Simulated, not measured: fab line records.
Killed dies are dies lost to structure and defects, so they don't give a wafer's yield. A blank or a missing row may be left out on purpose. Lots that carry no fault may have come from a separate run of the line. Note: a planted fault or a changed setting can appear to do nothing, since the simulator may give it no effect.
fab line records	flow sky130
record lots=6	wafers=18	last_day=50
route steps=708 shown LI_CONTACT@371 LOCAL_INTERCONNECT@387 PAD_OPEN@708
lots that met no fault: taken from a fault-free run of the same line
start_h: start of the lot's first displayed wafer, in hours after the record's first day	wait_h: hours since the lot's step before	" unchanged from the row above	L1.1+2: several wafers, shown together as one row	- no value present, or no start provided	* or withheld: withheld	< > ~ a bound
route shown NAME@n: names a module that has steps shown in the file, with the first one's number in the route	usual: the fault-free wafers' mean and standard deviation	same: alike in all rows	chamber/n: place in a boat	sites: the reading at each site	_std_site: their standard deviation	_edge_site: outer sites' mean less inner sites'	radius_mm: for every site, how far away it sits from the centre of the wafer	mask NAME#n: copy n	behind: tool/chamber where the wafer was last shaped	hold: what put the lot on hold/how long, in hours/how the hold closed	device: which transistor (n, p or np) failed to switch	end of line: the same wafers' tests at the end of the route	a step without rows: its recipe alone	killed: the dies lost at the first sort to structure and to defects; this is not the yield of the wafer	map: a wafer's dies, x killed, . not, _ none there
set.NAME: the setting the step ran with; set.NAME@STEP: the setting that earlier step ran with	model.NAME: the simulator's own value behind a step, which no gauge read
lots at selected steps of the route; one table per step, one row per wafer
services: from which hour (start_h, from the record's first day; less than 0 if before it) a tool's chamber was out of use, for how many hours, and why
## steps
# step SKY_LI_CONTACT_EXPOSE_09
# recipe mask_id=LICM1	na=0.8	source_shape=annular	sigma_inner=0.55	sigma_outer=0.85	target_cd_nm=170	dose_mj=38
# step SKY_LI_CONTACT_PEB_10
# recipe peb_temp_c=withheld	peb_time_s=withheld	resist=KrF-thick
# step SKY_LI_CONTACT_DEVELOP_11
# recipe develop_time_s=60	resist=KrF-thick	dev_temp_c=21
# step SKY_LI_CONTACT_CD_MEAS_12
# recipe target_cd_nm=170
# usual cd_nm=170.2/1.6
lot.wafer	tool	chamber	start_h	wait_h	cd_nm
L355.1	cd_sem-02	-	683.56	-	169.2
L355.4	"	-	"	"	171.2
L355.5	"	-	"	"	170.0
L365.4	cd_sem-01	-	769.33	-	172.5
L365.5	"	-	"	"	171.7
L365.6	"	-	"	"	171.8
L374.4	cd_sem-02	-	831.60	-	168.3
L374.5	"	-	"	"	167.4
L374.6	"	-	"	"	167.3
L375.2	cd_sem-02	-	839.13	-	167.6
L375.3	"	-	"	"	168.6
L375.6	"	-	"	"	167.0
L376.1	cd_sem-02	-	846.81	-	171.0
L376.3	"	-	"	"	170.0
L376.6	"	-	"	"	171.3
L377.1	cd_sem-02	-	851.14	-	172.2
L377.2	"	-	"	"	170.2
L377.5	"	-	"	"	170.1
# step SKY_LI_CONTACT_OVL_MEAS_13
# usual LI_CONTACT_OVL=-2/4.4
lot.wafer	tool	chamber	start_h	wait_h	LI_CONTACT_OVL[nm]
L355.1	overlay-02	-	683.68	0.1	2
L355.4	"	-	"	"	6
L355.5	"	-	"	"	-2
L365.4	overlay-02	-	769.41	0.1	8
L365.5	"	-	"	"	0
L365.6	"	-	"	"	5
L374.4	overlay-01	-	831.68	0.1	2
L374.5	"	-	"	"	-2
L374.6	"	-	"	"	-4
L375.2	overlay-01	-	839.24	0.1	-4
L375.3	"	-	"	"	2
L375.6	"	-	"	"	-4
L376.1	overlay-01	-	846.93	0.1	3
L376.3	"	-	"	"	-3
L376.6	"	-	"	"	2
L377.1	overlay-02	-	851.26	0.1	-3
L377.2	"	-	"	"	-4
L377.5	"	-	"	"	-3
# step SKY_LI_CONTACT_ETCH_14
# recipe chemistry=N2/H2	target=BARC	ion_energy_ev=200	source_w=500	bias_w=100	pressure_mtorr=30	n2_flow_sccm=100	h2_flow_sccm=200	stop_on=SiO2	time_s=45.9	target_depth_a=600
# step SKY_LI_CONTACT_ETCH_15
# recipe target=PSG	chemistry=C4F8/O2/Ar	stop_on=Si	taper_deg=4.15	mask_material=KrF-thick	source_w=1500	bias_w=1200	pressure_mtorr=40	c4f8_flow_sccm=withheld	O2_flow_sccm=6	Ar_flow_sccm=300	time_s=withheld	target_depth_a=6000
# usual chamber_pressure_mTorr=40.00/0.035	oes_product_au=0.837/0.0045
lot.wafer	tool	chamber	start_h	wait_h	chamber_pressure_mTorr	oes_product_au
L355.1	rie_diel-02	2	683.76	0.0	39.98	0.837
L355.4	"	2	"	"	40.02	0.836
L355.5	"	0	"	"	39.99	0.843
L365.4	rie_diel-02	1	769.52	0.0	39.94	0.849
L365.5	"	2	"	"	39.99	0.839
L365.6	"	0	"	"	39.96	0.833
L374.4	rie_diel-04	3	831.74	0.0	39.95	0.839
L374.5	"	2	"	"	40.04	0.836
L374.6	"	3	"	"	40.00	0.839
L375.2	rie_diel-02	0	839.31	0.0	40.05	0.837
L375.3	"	1	"	"	40.02	0.835
L375.6	"	0	"	"	39.92	0.834
L376.1	rie_diel-02	0	847.01	0.0	39.94	0.835
L376.3	"	3	"	"	39.99	0.834
L376.6	"	3	"	"	40.02	0.841
L377.1	rie_diel-04	3	851.34	0.0	39.99	0.835
L377.2	"	2	"	"	39.98	0.835
L377.5	"	3	"	"	39.97	0.835
# step SKY_LI_CONTACT_STRIP_16
# recipe chemistry=O2/N2	power_w=1400	pressure_mtorr=1500	platen_temp_c=withheld	o2_flow_sccm=3000	n2_flow_sccm=300	overash_fraction=0.5
# usual chamber_pressure_mTorr=1499.9/1.3	drypump_motor_current_A=5.7/0.44	oes_product_au=0.375/0.0042	strip_time_to_endpoint_s=3.490/0.022
lot.wafer	tool	chamber	start_h	wait_h	chamber_pressure_mTorr	drypump_motor_current_A	oes_product_au	rf_hours_counter_h	strip_time_to_endpoint_s
L355.1	plasma_asher-02	0	683.84	-	1500.0	5.8	0.380	24	3.495
L355.4	"	0	"	"	1499.9	5.8	0.380	-	3.513
L355.5	"	1	"	"	1500.1	5.9	0.376	-	3.521
L365.4	plasma_asher-01	1	769.59	-	1500.2	5.9	0.373	-	3.447
L365.5	"	1	"	"	1500.1	5.9	0.373	-	3.500
L365.6	"	0	"	"	1500.3	5.3	0.369	-	3.465
L374.4	plasma_asher-02	1	831.86	-	1502.4	5.9	0.374	-	3.459
L374.5	"	0	"	"	1499.4	5.8	0.377	-	3.492
L374.6	"	1	"	"	1501.5	5.9	0.379	-	3.491
L375.2	plasma_asher-04	1	839.40	-	1499.7	5.0	0.372	71	3.511
L375.3	"	1	"	"	1498.1	5.0	0.374	-	3.521
L375.6	"	0	"	"	1499.5	6.2	0.383	-	3.531
L376.1	plasma_asher-01	0	847.10	-	1500.7	5.3	0.375	11	3.479
L376.3	"	1	"	"	1499.2	5.9	0.379	-	3.491
L376.6	"	0	"	"	1500.2	5.3	0.373	-	3.512
L377.1	plasma_asher-04	1	851.43	-	1500.2	5.0	0.370	72	3.467
L377.2	"	0	"	"	1499.9	6.2	0.372	72	3.459
L377.5	"	0	"	"	1499.0	6.2	0.377	-	3.466
# step SKY_LI_CONTACT_CLEAN_17
# recipe chemistry=NMP	time_s=600	temp_c=60	dry=n2_spin
# step SKY_LI_CONTACT_PRE_CLEAN_18
# recipe gas=Ar	time_s=5.6	bias_v=358
# step SKY_LI_CONTACT_SPUTTER_19
# recipe material=Ti	target_thk_nm=20	chamber_pressure_pa=5	power_w=2500	substrate_temp_c=200	time_s=106.37
# usual throttle_valve_pct=30.2/0.82
# same time_s=106.37
lot.wafer	tool	chamber	start_h	wait_h	throttle_valve_pct
L355.1	pvd_sputter-03	-	684.14	0.0	30.8
L355.4	"	-	"	"	30.6
L355.5	"	-	"	"	31.3
L365.4	pvd_sputter-01	-	769.87	0.0	31.7
L365.5	"	-	"	"	28.7
L365.6	"	-	"	"	30.5
L374.4	pvd_sputter-02	-	832.12	0.0	30.0
L374.5	"	-	"	"	31.3
L374.6	"	-	"	"	29.4
L375.2	pvd_sputter-03	-	839.69	0.0	31.0
L375.3	"	-	"	"	30.5
L375.6	"	-	"	"	30.8
L376.1	pvd_sputter-02	-	847.39	0.0	29.5
L376.3	"	-	"	"	31.7
L376.6	"	-	"	"	29.4
L377.1	pvd_sputter-03	-	851.72	0.0	30.9
L377.2	"	-	"	"	30.8
L377.5	"	-	"	"	29.5
# step SKY_LI_CONTACT_SPUTTER_20
# recipe material=TiN	target_thk_nm=20	chamber_pressure_pa=5	power_w=4000	time_s=80
# usual throttle_valve_pct=30.3/0.8
# same time_s=80
lot.wafer	tool	chamber	start_h	wait_h	throttle_valve_pct
L355.1	pvd_sputter-03	-	684.22	0.0	31.0
L355.4	"	-	"	"	30.5
L355.5	"	-	"	"	31.0
L365.4	pvd_sputter-01	-	769.94	0.0	31.6
L365.5	"	-	"	"	29.0
L365.6	"	-	"	"	30.7
L374.4	pvd_sputter-02	-	832.20	0.0	30.1
L374.5	"	-	"	"	31.1
L374.6	"	-	"	"	29.3
L375.2	pvd_sputter-03	-	839.77	0.0	30.9
L375.3	"	-	"	"	30.5
L375.6	"	-	"	"	30.7
L376.1	pvd_sputter-02	-	847.47	0.0	29.5
L376.3	"	-	"	"	31.0
L376.6	"	-	"	"	29.3
L377.1	pvd_sputter-03	-	851.80	0.0	30.8
L377.2	"	-	"	"	31.1
L377.5	"	-	"	"	29.9
# step SKY_LI_CONTACT_CVD_21
# recipe material=W	target_thk_nm=400	time_s=120.56	temp_c=400	pressure_torr=40
# usual heater_power_w=882/180
lot.wafer	tool	chamber	start_h	wait_h	heater_power_w	model.W_of_LI_CONTACT_CVD_21.thk_nm
L355.1	cvd_w-01	0	684.28	0.0	698	408.2
L355.4	"	1	"	"	1160	411.6
L355.5	"	1	"	"	1169	408.7
L365.4	cvd_w-01	1	770.05	0.1	1176	407.7
L365.5	"	1	"	"	1202	405.9
L365.6	"	0	"	"	714	400
L374.4	cvd_w-02	1	832.30	0.1	794	403.8
L374.5	"	1	"	"	786	411.8
L374.6	"	0	"	"	850	407
L375.2	cvd_w-01	1	839.83	0.0	1179	586.4
L375.3	"	1	"	"	1166	585.7
L375.6	"	1	"	"	1206	582.7
L376.1	cvd_w-01	1	847.53	0.0	1139	583.5
L376.3	"	1	"	"	1198	586.9
L376.6	"	0	"	"	681	581
L377.1	cvd_w-02	1	851.86	0.0	790	400.4
L377.2	"	0	"	"	825	399.7
L377.5	"	1	"	"	779	402.6
# step SKY_LI_CONTACT_RS_MEAS_22
# recipe thk_meas_gauge=four-point-probe	reads=W_of_LI_CONTACT_CVD_21+TiN_of_LI_CONTACT_SPUTTER_20+Ti_of_LI_CONTACT_SPUTTER_19
# usual LI_CONTACT_W_RS=0.282/0.0033
lot.wafer	tool	chamber	start_h	wait_h	LI_CONTACT_W_RS[ohm/sq]
L355.1	film_metro-02	-	684.40	0.1	0.279
L355.4	"	-	"	"	0.277
L355.5	"	-	"	"	0.279
L365.4	film_metro-04	-	770.19	0.1	0.279
L365.5	"	-	"	"	0.281
L365.6	"	-	"	"	0.285
L374.4	film_metro-01	-	832.44	0.1	0.282
L374.5	"	-	"	"	0.277
L374.6	"	-	"	"	0.280
L375.2	film_metro-01	-	839.97	0.1	0.194
L375.3	"	-	"	"	0.194
L375.6	"	-	"	"	0.196
L376.1	film_metro-04	-	847.65	0.1	0.195
L376.3	"	-	"	"	0.194
L376.6	"	-	"	"	0.196
L377.1	film_metro-02	-	851.98	0.1	0.285
L377.2	"	-	"	"	0.285
L377.5	"	-	"	"	0.283
# step SKY_LI_CONTACT_THK_MEAS_23
# recipe thk_meas_gauge=xrf	reads=W_of_LI_CONTACT_CVD_21
# usual LI_CONTACT_W_THK=411/7.1
lot.wafer	tool	chamber	start_h	wait_h	LI_CONTACT_W_THK[nm]
L355.1	film_metro-02	-	684.52	0.1	419
L355.4	"	-	"	"	423
L355.5	"	-	"	"	421
L365.4	film_metro-04	-	770.28	0.1	412
L365.5	"	-	"	"	410
L365.6	"	-	"	"	403
L374.4	film_metro-01	-	832.53	0.1	413
L374.5	"	-	"	"	424
L374.6	"	-	"	"	419
L375.2	film_metro-01	-	840.08	0.1	-
L375.3	"	-	"	"	-
L375.6	"	-	"	"	-
L376.1	film_metro-04	-	847.77	0.1	-
L376.3	"	-	"	"	-
L376.6	"	-	"	"	-
L377.1	film_metro-02	-	852.10	0.1	404
L377.2	"	-	"	"	407
L377.5	"	-	"	"	408
# step SKY_LI_CONTACT_CMP_24
# recipe stop_on=PSG	t_overpolish_s=20	down_force_psi=3.5	platen_rpm=60	target_thk_nm=0	pad_velocity_m_s=0.94248
# usual head_pressure_psi=3.500/0.007	motor_current_A=10.6/1.5	time_to_endpoint_s=99/3.5
lot.wafer	tool	chamber	start_h	wait_h	head_pressure_psi	motor_current_A	time_to_endpoint_s
L355.1	cmp-01	0	684.58	0.1	3.493	13.2	99
L355.4	"	1	"	"	3.486	9.6	101
L355.5	"	0	"	"	3.488	12.3	102
L365.4	cmp-02	3	770.36	0.1	3.494	10.5	99
L365.6	"	2	"	"	3.490	11.7	99
L365.5	"	3	"	"	3.494	10.5	99
L374.4	cmp-02	1	832.61	0.1	3.495	11.9	106
L374.5	"	0	"	"	3.510	8.9	99
L374.6	"	1	"	"	3.497	12.2	106
L375.3	cmp-02	0	840.18	0.1	3.503	8.8	141
L375.2	"	2	"	"	3.495	11.7	142
L375.6	"	3	"	"	3.511	10.8	136
L376.1	cmp-01	0	847.93	0.1	3.500	13.0	140
L376.3	"	1	"	"	3.496	9.6	143
L376.6	"	2	"	"	3.498	8.1	143
L377.2	cmp-02	1	852.21	0.1	3.511	12.0	99
L377.1	"	3	"	"	3.505	10.4	95
L377.5	"	0	"	"	3.496	8.9	96
# step SKY_LOCAL_INTERCONNECT_SPUTTER_00
# recipe material=TiN	target_thk_nm=100	temp_c=300	power_w=6500	time_s=83.3	chamber_pressure_pa=0.4
# usual throttle_valve_pct=30.2/0.72
# same time_s=83.3
lot.wafer	tool	chamber	start_h	wait_h	throttle_valve_pct
L355.1	pvd_sputter-04	-	684.88	0.2	30.7
L355.4	"	-	"	"	29.8
L355.5	"	-	"	"	30.7
L365.4	pvd_sputter-02	-	770.61	0.2	29.8
L365.5	"	-	"	"	29.7
L365.6	"	-	"	"	29.8
L374.4	pvd_sputter-04	-	832.86	0.2	30.8
L374.5	"	-	"	"	31.0
L374.6	"	-	"	"	29.7
L375.2	pvd_sputter-01	-	840.43	0.1	30.5
L375.3	"	-	"	"	28.9
L375.6	"	-	"	"	31.9
L376.1	pvd_sputter-04	-	848.13	0.1	30.8
L376.3	"	-	"	"	30.6
L376.6	"	-	"	"	29.7
L377.1	pvd_sputter-01	-	852.46	0.1	29.0
L377.2	"	-	"	"	31.6
L377.5	"	-	"	"	30.3
# step SKY_PAD_OPEN_PROBE_99
# usual killed_at_M0_to_M3=44/6	killed_at_M4_up=3.3/2.1	killed_at_contacts=25/5.5	killed_at_front_end=15/4.3	killed_dies=88/9.1	killed_open=48/6.6	killed_short=39/6.7
# same gross_dies=492	killed_at_back_side=0	killed_at_other=0
lot.wafer	tool	chamber	start_h	wait_h	killed_at_M0_to_M3	killed_at_M4_up	killed_at_contacts	killed_at_front_end	killed_dies	killed_open	killed_short
L355.1	prober-01	-	1076.81	0.1	40	2	23	17	82	48	34
L355.4	prober-01	-	1076.96	0.2	42	6	26	15	89	51	38
L355.5	prober-01	-	1077.01	0.2	34	6	33	14	87	51	36
L365.4	prober-01	-	1140.86	0.2	52	4	21	23	100	52	48
L365.5	prober-01	-	1140.91	0.2	48	3	25	14	90	52	38
L365.6	prober-01	-	1140.96	0.2	46	4	20	15	85	50	35
L376.1	prober-02	-	1194.21	0.1	43	7	26	17	93	51	42
L376.3	prober-02	-	1194.31	0.2	35	2	27	11	75	48	27
L376.6	prober-02	-	1194.46	0.2	44	3	27	11	85	42	43
L377.1	prober-01	-	1195.91	0.1	52	2	28	18	100	67	33
L377.2	prober-01	-	1195.96	0.1	46	4	29	15	94	53	41
L377.5	prober-01	-	1196.11	0.2	41	5	29	23	98	46	52
# killed by level:class
L355.1 VIA1:geometric_particle:open=14 CONTACT:geometric_particle:open=10 METAL1:geometric_particle:short=8 VIA3:geometric_particle:open=7 POLY_GATE:geometric_particle:short=6 LI_CONTACT:geometric_particle:open=6 FIELD_ISO:geometric_particle:short=3 POLY_GATE:geometric_particle:open=3
L355.4 VIA1:geometric_particle:open=8 VIA2:geometric_particle:open=8 CONTACT:geometric_particle:open=7 POLY_GATE:geometric_particle:short=6 LI_CONTACT:geometric_particle:open=6 METAL1:geometric_particle:short=6 METAL3:geometric_particle:short=5 VIA3:geometric_particle:open=5
L355.5 VIA1:geometric_particle:open=13 LI_CONTACT:geometric_particle:open=10 CONTACT:geometric_particle:open=10 FIELD_ISO:geometric_particle:open=7 VIA1:geometric_particle:short=7 LI_CONTACT:geometric_particle:short=6 LOCAL_INTERCONNECT:geometric_particle:short=5 METAL4:geometric_particle:short=5
L365.4 VIA2:geometric_particle:open=12 FIELD_ISO:geometric_particle:short=9 CONTACT:geometric_particle:open=9 VIA2:geometric_particle:short=8 VIA3:geometric_particle:open=8 METAL1:geometric_particle:short=7 VIA1:geometric_particle:open=6 LI_CONTACT:geometric_particle:open=5
L365.5 CONTACT:geometric_particle:open=15 VIA3:geometric_particle:open=10 VIA1:geometric_particle:open=9 VIA2:geometric_particle:open=9 VIA1:geometric_particle:short=6 FIELD_ISO:geometric_particle:short=5 LI_CONTACT:geometric_particle:open=5 POLY_GATE:geometric_particle:short=4
L365.6 VIA1:geometric_particle:open=14 LI_CONTACT:geometric_particle:open=8 CONTACT:geometric_particle:open=8 METAL1:geometric_particle:short=8 VIA3:geometric_particle:open=6 POLY_GATE:geometric_particle:short=5 METAL3:geometric_particle:short=5 FIELD_ISO:geometric_particle:short=4
L376.1 VIA2:geometric_particle:open=11 CONTACT:geometric_particle:open=11 VIA1:geometric_particle:open=8 POLY_GATE:geometric_particle:short=6 VIA3:geometric_particle:open=6 LOCAL_INTERCONNECT:geometric_particle:short=6 METAL4:geometric_particle:short=5 POLY_GATE:geometric_particle:open=4
L376.3 CONTACT:geometric_particle:open=11 VIA1:geometric_particle:open=9 LI_CONTACT:geometric_particle:open=8 VIA2:geometric_particle:open=8 METAL2:geometric_particle:short=5 LOCAL_INTERCONNECT:geometric_particle:short=4 CONTACT:geometric_particle:short=3 VIA1:geometric_particle:short=3
L376.6 VIA3:geometric_particle:open=13 CONTACT:geometric_particle:open=10 LOCAL_INTERCONNECT:geometric_particle:short=6 METAL1:geometric_particle:short=6 VIA2:geometric_particle:open=5 CONTACT:geometric_particle:short=5 VIA1:geometric_particle:open=5 POLY_GATE:geometric_particle:short=4
L377.1 VIA1:geometric_particle:open=22 LI_CONTACT:geometric_particle:open=13 CONTACT:geometric_particle:open=9 FIELD_ISO:geometric_particle:open=7 VIA2:geometric_particle:open=6 VIA1:geometric_particle:short=5 VIA3:geometric_particle:open=5 FIELD_ISO:geometric_particle:short=4
L377.2 LI_CONTACT:geometric_particle:open=11 VIA1:geometric_particle:open=10 FIELD_ISO:geometric_particle:open=6 CONTACT:geometric_particle:open=6 VIA1:geometric_particle:short=6 METAL2:geometric_particle:short=5 VIA2:geometric_particle:open=5 FIELD_ISO:geometric_particle:short=4
L377.5 CONTACT:geometric_particle:open=12 VIA1:geometric_particle:open=9 METAL1:geometric_particle:short=8 FIELD_ISO:geometric_particle:open=6 CONTACT:geometric_particle:short=6 VIA1:geometric_particle:short=6 POLY_GATE:geometric_particle:open=5 POLY_GATE:geometric_particle:short=5
## services
tool	chamber	start_h	hours	kind
cmp-01	-	662.21	0.8	repair
cmp-01	-	666.01	5.6	repair
plasma_asher-04	-	667.72	1.7	repair
pvd_sputter-02	-	674.61	6.4	repair
cvd_w-01	0	689.52	2.9	repair
rie_diel-02	-	689.96	0.5	repair
rie_diel-04	0	690.05	3.1	repair
pvd_sputter-03	-	731.38	3.1	repair
plasma_asher-01	-	733.75	9.0	pm
cmp-02	-	744.00	4.0	pm
cmp-02	-	748.00	-	consumable_replace:conditioner
cmp-02	-	748.00	-	consumable_replace:pad
plasma_asher-02	-	751.96	3.3	repair
cvd_w-01	0	761.04	7.4	repair
cmp-01	-	764.10	0.4	repair
cmp-02	-	771.41	3.8	repair
pvd_sputter-04	-	775.92	5.5	repair
pvd_sputter-03	-	814.03	9.2	repair
pvd_sputter-04	-	816.93	2.1	repair
cmp-01	-	830.80	5.8	pm
pvd_sputter-02	-	832.51	12.7	repair
plasma_asher-04	-	839.63	1.2	repair
pvd_sputter-03	-	842.93	0.7	repair
pvd_sputter-01	-	845.03	0.9	repair
## key
first_sign step=SKY_LI_CONTACT_RS_MEAS_22	reading=LI_CONTACT_W_RS	direction=down	sigmas=27	usual=0.282	struck=0.195
effect step=SKY_LI_CONTACT_THK_MEAS_23	reading=LI_CONTACT_W_THK	direction=missing
effect step=SKY_LI_CONTACT_CMP_24	reading=time_to_endpoint_s	direction=up	sigmas=12	usual=*	struck=*
model_effect step=SKY_LI_CONTACT_CVD_21	value=W_of_LI_CONTACT_CVD_21.thk_nm	without=406	struck=584.4
met_at SKY_LI_CONTACT_CVD_21
struck_wafers L375.2,L375.3,L375.6,L376.1,L376.3,L376.6
tester_left_out L375,L376
onset_between 770.05 839.83
also_fits SKY_LI_CONTACT_ETCH_15:rie_diel-02
fault kind=process_parameter_drift	tool=cvd_w-01	chamber=-	onset_h=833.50	steps=SKY_LI_CONTACT_CVD_21	channel=target_thk_nm	offset=175.65	shape=step	end_h=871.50	acts_in=these_recipes_only	stated=400
# tester_left_out: of these lots the tester's yield and bins aren't shown, on N5 and GAA mostly nor the transistor test; their killed dies are dies lost to structure and defects alone, not to doping, threshold or leakage, so they don't give the yield
